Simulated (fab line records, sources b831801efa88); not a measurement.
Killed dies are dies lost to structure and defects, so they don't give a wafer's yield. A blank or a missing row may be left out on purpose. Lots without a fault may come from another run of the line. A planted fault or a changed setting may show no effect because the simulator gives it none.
Which tool did it? | flow gf180mcu | 13 lots, 39 wafers sampled, at 4 steps of a route of 602

WHAT THE GAUGES READ, wafer by wafer
GF_HV_LDD_CD_MEAS_19: target cd 400 nm.
lot  | measured     | on        | cd_nm (nm)
L365 | day 10 17:56 | cd_sem-01 | 400.9 399.5 400.6
L367 | day 11 10:31 | cd_sem-02 | 399.6 397.8 398.3
L368 | day 11 13:05 | cd_sem-02 | 393.9 396.0 397.8
L378 | day 14 20:29 | cd_sem-02 | 404.5 404.0 403.3
L379 | day 15 11:58 | cd_sem-02 | 401.3 400.5 399.9
L380 | day 15 09:02 | cd_sem-01 | 398.1 400.9 397.9
L382 | day 16 07:58 | cd_sem-01 | 401.7 400.9 398.8
L383 | day 16 11:13 | cd_sem-01 | 399.1 402.1 399.4
L384 | day 16 17:03 | cd_sem-02 | 398.0 397.8 397.8
L385 | day 17 02:28 | cd_sem-01 | 401.6 403.0 401.9
L386 | day 17 09:13 | cd_sem-01 | 404.3 404.6 405.5
L388 | day 17 22:16 | cd_sem-02 | 403.6 403.6 403.8

GF_CONTACT_CD_MEAS_14: target cd 220 nm.
lot  | measured     | on        | cd_nm (nm)
L365 | day 16 01:19 | cd_sem-02 | 222.6 221.6 221.5
L367 | day 16 20:17 | cd_sem-02 | 220.1 220.7 218.8
L368 | day 17 01:53 | cd_sem-02 | 221.4 222.7 219.5
L378 | day 20 23:07 | cd_sem-01 | 220.4 221.5 221.7
L379 | day 21 16:12 | cd_sem-02 | 219.5 219.3 218.9
L380 | day 21 12:03 | cd_sem-01 | 219.2 219.8 218.5
L382 | day 22 12:23 | cd_sem-02 | 220.0 219.9 220.7
L383 | day 22 22:02 | cd_sem-01 | 220.2 220.3 219.6
L384 | day 22 22:12 | cd_sem-01 | 219.5 220.0 220.1
L385 | day 23 08:05 | cd_sem-02 | 220.4 221.6 220.8
L386 | day 23 14:02 | cd_sem-02 | 220.0 219.6 220.1
L388 | day 24 02:07 | cd_sem-01 | 219.4 219.6 218.9

GF_M1_THK_MEAS_06: measures by xrf.
lot  | measured     | on            | M1_ALCU_THK (nm)
L365 | day 16 02:58 | film_metro-04 | 466 463 463
L367 | day 16 21:56 | film_metro-04 | 456 463 463
L368 | day 17 03:40 | film_metro-04 | 461 460 462
L378 | day 21 00:46 | film_metro-04 | 459 459 465
L379 | day 21 17:50 | film_metro-01 | 461 468 462
L380 | day 21 13:41 | film_metro-01 | 460 454 465
L382 | day 22 14:16 | film_metro-03 | 458 459 465
L383 | day 22 23:41 | film_metro-04 | 477 468 474
L384 | day 22 23:51 | film_metro-03 | 461 467 464
L385 | day 23 09:49 | film_metro-03 | 453 451 451
L386 | day 23 15:40 | film_metro-04 | 465 461 458
L388 | day 24 03:46 | film_metro-04 | 463 468 468

WHICH TOOL RAN EACH LOT (tool, then ch and the chambers of the sampled wafers, then the start)
lot  | GF_DUAL_GATE_STRIP_13
L365 | plasma_asher-03 ch 0,1, day 8 08:26
L367 | plasma_asher-03 ch 0,1, day 8 22:50
L368 | plasma_asher-01 ch 0,1, day 9 01:16
L370 | plasma_asher-03 ch 0,1, day 9 18:03
L378 | plasma_asher-04 ch 0,1, day 12 02:52
L379 | plasma_asher-04 ch 0,1, day 12 13:37
L380 | plasma_asher-04 ch 0, day 12 14:56
L382 | plasma_asher-03 ch 0,1, day 13 10:09
L383 | plasma_asher-01 ch 0,1, day 13 11:42
L384 | plasma_asher-03 ch 0,1, day 13 18:01
L385 | plasma_asher-03 ch 0,1, day 14 03:48
L386 | plasma_asher-03 ch 1, day 14 09:09
L388 | plasma_asher-01 ch 0,1, day 14 21:55
- GF_DUAL_GATE_STRIP_13: strips in O2/N2.

WHAT THE TOOLS THEMSELVES READ (means of the sampled wafers that have a number; where no wafer has one, the mark that the record gives instead)
GF_DUAL_GATE_STRIP_13.
lot  | tool            | drypump_motor_current_A (A) | heater_power_w (W) | oes_product_au (a.u.) | strip_time_to_endpoint_s (s)
L365 | plasma_asher-03 | 6.1                         | 341                | 0.716                 | 12.64
L367 | plasma_asher-03 | 6.1                         | 332                | 0.721                 | 12.63
L368 | plasma_asher-01 | 6.2                         | 373                | 0.716                 | 12.62
L370 | plasma_asher-03 | 5.9                         | 323                | 0.946                 | -
L378 | plasma_asher-04 | 5.4                         | 408                | 0.715                 | 12.64
L379 | plasma_asher-04 | 5.4                         | 406                | 0.713                 | 12.62
L380 | plasma_asher-04 | 5.2                         | 414                | 0.716                 | 12.62
L382 | plasma_asher-03 | 6.1                         | 339                | 0.718                 | 12.62
L383 | plasma_asher-01 | 6.2                         | 337                | 0.716                 | 12.69
L384 | plasma_asher-03 | 5.9                         | 324                | 0.719                 | 12.62
L385 | plasma_asher-03 | 5.9                         | 321                | 0.715                 | 12.59
L386 | plasma_asher-03 | 5.6                         | 307                | 0.720                 | 12.65
L388 | plasma_asher-01 | 6.2                         | 379                | 0.717                 | 12.60

THE ANSWER, worked out from the rows above alone
Rule: what is usual is taken from the lots themselves. Put in order of their means at a reading, lots are off if they are a third of the lots or fewer, leave a main group of 4 or more, and stand apart from it by a gap of 3 or more times the standard deviation of the main group's means; of several such gaps the widest counts. A main group whose means are all the same, to the digits that the tables above print for the reading, isn't used. A lot without any number at a reading at which 4 lots or more have one is off too. The other lots that the step has rows for count as sound. The gauges are gone through in route order, then the tools' own readings, and for those a lot's mean is taken as printed above. The first step at which some lot is off is used, and at that step the reading that is off furthest; a lot without a number counts as furthest.
Off: L370, at GF_DUAL_GATE_STRIP_13 (strip_time_to_endpoint_s). Without a number there: L370. The main group: mean 12.63 s, standard deviation 0.024.
A tool fits if, at that step or a process step before it, it ran every lot that is off, and no sound lot after the first of them. None of those tried fits.

WHAT THE SIMULATOR HAD PUT IN
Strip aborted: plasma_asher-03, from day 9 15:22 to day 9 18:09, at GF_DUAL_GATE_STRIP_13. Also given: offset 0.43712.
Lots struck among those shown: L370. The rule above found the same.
